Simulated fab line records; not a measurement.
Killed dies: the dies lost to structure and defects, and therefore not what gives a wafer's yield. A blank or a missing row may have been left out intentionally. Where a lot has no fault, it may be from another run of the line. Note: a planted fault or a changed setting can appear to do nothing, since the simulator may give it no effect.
What tool caused it? :: flow sky130 :: 6 lots, 18 wafers sampled, at 3 steps of a route of 708

## WHAT THE GAUGES READ, wafer by wafer
SKY_VT_ADJUST_HVTP_TW_MEAS_11.
lot: L861
measured: day 6 08:06
on: film-metro-04
VT_ADJUST_HVTP_TW: 1371 1374 1373

lot: L864
measured: day 7 00:18
on: film-metro-04
VT_ADJUST_HVTP_TW: 1362 1356 1358

lot: L869
measured: day 8 08:44
on: film-metro-03
VT_ADJUST_HVTP_TW: 1368 1375 1375

lot: L872
measured: day 9 03:23
on: film-metro-04
VT_ADJUST_HVTP_TW: 1362 1364 1363

lot: L876
measured: day 10 05:04
on: film-metro-01
VT_ADJUST_HVTP_TW: 1342 1337 1333

lot: L879
measured: day 11 05:31
on: film-metro-01
VT_ADJUST_HVTP_TW: 30 30 29

## EACH LOT AND THE TOOL THAT RAN IT (in order: tool; ch and the chambers of the sampled wafers; start)
lot: L861
SKY_NWELL_STRIP_25: plasma-asher-01 ch 0,1, day 5 12:47
SKY_VT_ADJUST_HVTP_STRIP_10: plasma-asher-02 ch 0,1, day 6 08:00

lot: L864
SKY_NWELL_STRIP_25: plasma-asher-01 ch 0,1, day 6 04:57
SKY_VT_ADJUST_HVTP_STRIP_10: plasma-asher-01 ch 0,1, day 7 00:12

lot: L869
SKY_NWELL_STRIP_25: plasma-asher-03 ch 0,1, day 7 12:38
SKY_VT_ADJUST_HVTP_STRIP_10: plasma-asher-01 ch 0,1, day 8 08:40

lot: L872
SKY_NWELL_STRIP_25: plasma-asher-03 ch 0,1, day 8 06:38
SKY_VT_ADJUST_HVTP_STRIP_10: plasma-asher-04 ch 0,1, day 9 03:16

lot: L876
SKY_NWELL_STRIP_25: plasma-asher-02 ch 0,1, day 9 05:54
SKY_VT_ADJUST_HVTP_STRIP_10: plasma-asher-04 ch 0,1, day 10 04:57

lot: L879
SKY_NWELL_STRIP_25: plasma-asher-01 ch 0,1, day 10 05:08
SKY_VT_ADJUST_HVTP_STRIP_10: plasma-asher-04 ch 0,1, day 11 05:25
- SKY_NWELL_STRIP_25: strips in O2/N2.
- SKY_VT_ADJUST_HVTP_STRIP_10: strips in O2/N2.

## THE ANSWER, worked out from the rows above alone
Rule: what is usual is taken from the lots themselves. Put in order of their means at a reading, lots are off if they are a third of the lots or fewer, leave a main group of 4 or more, and stand apart from it by a gap of 3 or more times the standard deviation of the main group's means; of several such gaps the widest counts. A main group whose means are all the same, to the digits that the tables above print for the reading, isn't used. Also off: a lot with no number at a reading for which 4 or more lots have one. All remaining lots with rows at the step are treated as sound.
Off: L879, at SKY_VT_ADJUST_HVTP_TW_MEAS_11 (VT_ADJUST_HVTP_TW). Mean 1361 and standard deviation 13 in the main group.
If a tool, at a process step before that reading, ran all the lots that are off and no sound lot after the first of them, it fits. Gauges at SKY_VT_ADJUST_HVTP_TW_MEAS_11: tried the same way as those tools. Can't be told from this: 3 tools fit, plasma-asher-01 at SKY_NWELL_STRIP_25, plasma-asher-04 at SKY_VT_ADJUST_HVTP_STRIP_10, film-metro-01 at SKY_VT_ADJUST_HVTP_TW_MEAS_11.

## WHAT THE SIMULATOR HAD PUT IN
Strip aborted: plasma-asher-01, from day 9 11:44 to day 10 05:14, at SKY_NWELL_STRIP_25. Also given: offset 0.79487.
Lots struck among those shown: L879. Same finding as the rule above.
